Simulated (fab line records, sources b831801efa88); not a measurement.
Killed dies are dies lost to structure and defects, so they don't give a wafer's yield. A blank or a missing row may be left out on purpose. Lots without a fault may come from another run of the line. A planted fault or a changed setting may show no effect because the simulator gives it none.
Problem report in the 8D (eight disciplines) form, filled by code | flow sky130 | the parts of the form that need people (team, actions taken, sign-off) are left out

1. THE PROBLEM
POLY_GATE_CVD_00_THK at SKY_POLY_GATE_THK_MEAS_01 reads a mean of 143.4 nm on 9 wafers of 3 lots; wafers without a fault read 179.4 nm with a standard deviation of 1.4. That is -26 standard deviations from the usual mean.
First seen on wafer L752.3, day 15 11:55, on film_metro-01. The record holds 30 wafers of 10 lots with a number at this step. Rule for "out", or "out of limits": more than 4 standard deviations from the usual mean. The other wafers with a number count as sound.

2. WHAT IT IS AND WHAT IT IS NOT
question                    | is                           | is not
which readings at this step | POLY_GATE_CVD_00_THK         | -
which lots                  | L752, L753, L754             | L750, L763, L765, L766, L767, L768, L771
which wafers of those lots  | all that have a number       | -
read on which gauges        | film_metro-01, film_metro-03 | -
when                        | from day 15 11:55            | up to then (3 sound wafers); but 18 sound wafers of L763, L765, L766, L767, L768, L771 came after

3. SUSPECTS, AND WHAT RULES EACH OUT
Counting: a tool at a process step up to the reading stays a suspect if it ran every lot that is out and no sound lot after the first of them.
- the gauge at SKY_POLY_GATE_THK_MEAS_01: ruled out. The wafers that are out were read on 2 gauges (film_metro-01, film_metro-03).
- lpcvd-01 at SKY_POLY_GATE_CVD_00 (deposits poly-Si, target thk 180 nm, time 720 s): ruled out as a lasting fault. Sound lots L763, L765, L766, L767, L768, L771 ran on it after its first lot that is out, L752 (day 15 10:42).
Left after counting: nothing in the record.

4. THE CAUSE (what the simulator had put in)
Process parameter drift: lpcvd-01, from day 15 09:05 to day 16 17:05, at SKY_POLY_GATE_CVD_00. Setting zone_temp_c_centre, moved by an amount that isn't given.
Counting ruled it out, wrongly: the rule takes a fault to strike every lot that its tool runs from its start on, and this one did not.

5. THE CHAIN OF EFFECTS, in route order
Each row: a reading whose mean over the struck wafers that have a number lies more than 3 standard deviations from the usual. Only readings for which the record gives a usual standard deviation are gone through. hours: the time from each lot's start at the first step in this table that gives one to its start at this step, as a median over the lots. sigmas: the change in usual standard deviations.
hours | step                      | reading               | usual      | on struck wafers | change | sigmas
0     | SKY_POLY_GATE_CVD_00      | spike_tc_centre_C     | 620.9 C    | 584.4            | -36.5  | -33
0     | SKY_POLY_GATE_CVD_00      | spike_tc_lower_C      | 620.7 C    | 625.6            | +4.9   | +4.5
0     | SKY_POLY_GATE_CVD_00      | spike_tc_upper_C      | 620.0 C    | 625.4            | +5.4   | +5.8
0     | SKY_POLY_GATE_CVD_00      | zone_power_centre_pct | 9.18 %     | 3.02             | -6.16  | -27
0     | SKY_POLY_GATE_CVD_00      | zone_power_lower_pct  | 8.4 %      | 11.8             | +3.4   | +4.9
0     | SKY_POLY_GATE_CVD_00      | zone_power_upper_pct  | 9.3 %      | 12.4             | +3.1   | +7.6
1     | SKY_POLY_GATE_THK_MEAS_01 | POLY_GATE_CVD_00_THK  | 179.4 nm   | 143.4            | -36.0  | -26
62    | SKY_POLY_GATE_ETCH_17     | oes_product_au        | 0.984 a.u. | 0.883            | -0.101 | -13
The process steps in it:
- SKY_POLY_GATE_CVD_00: deposits poly-Si, target thk 180 nm, time 720 s.
- SKY_POLY_GATE_ETCH_17: etches poly-Si in HBr/Cl2, stops on SiO2, target depth 180 nm, time 70.5 s.
Later measuring or inspecting steps at which every struck wafer that the step has a row for has a number for every such reading, and none has moved that far: SKY_POLY_GATE_THK_MEAS_04.

6. WHAT WOULD HAVE CAUGHT IT SOONER
In this record the first reading out of limits at a measuring or inspecting step was taken at day 15 11:55, 3 hours after the fault began at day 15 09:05.
The tool's own readings at SKY_POLY_GATE_CVD_00 were out on every struck wafer that the step has a row for (spike_tc_centre_C, zone_power_centre_pct, zone_power_upper_pct): an alarm limit on them would have fired on the first of those.
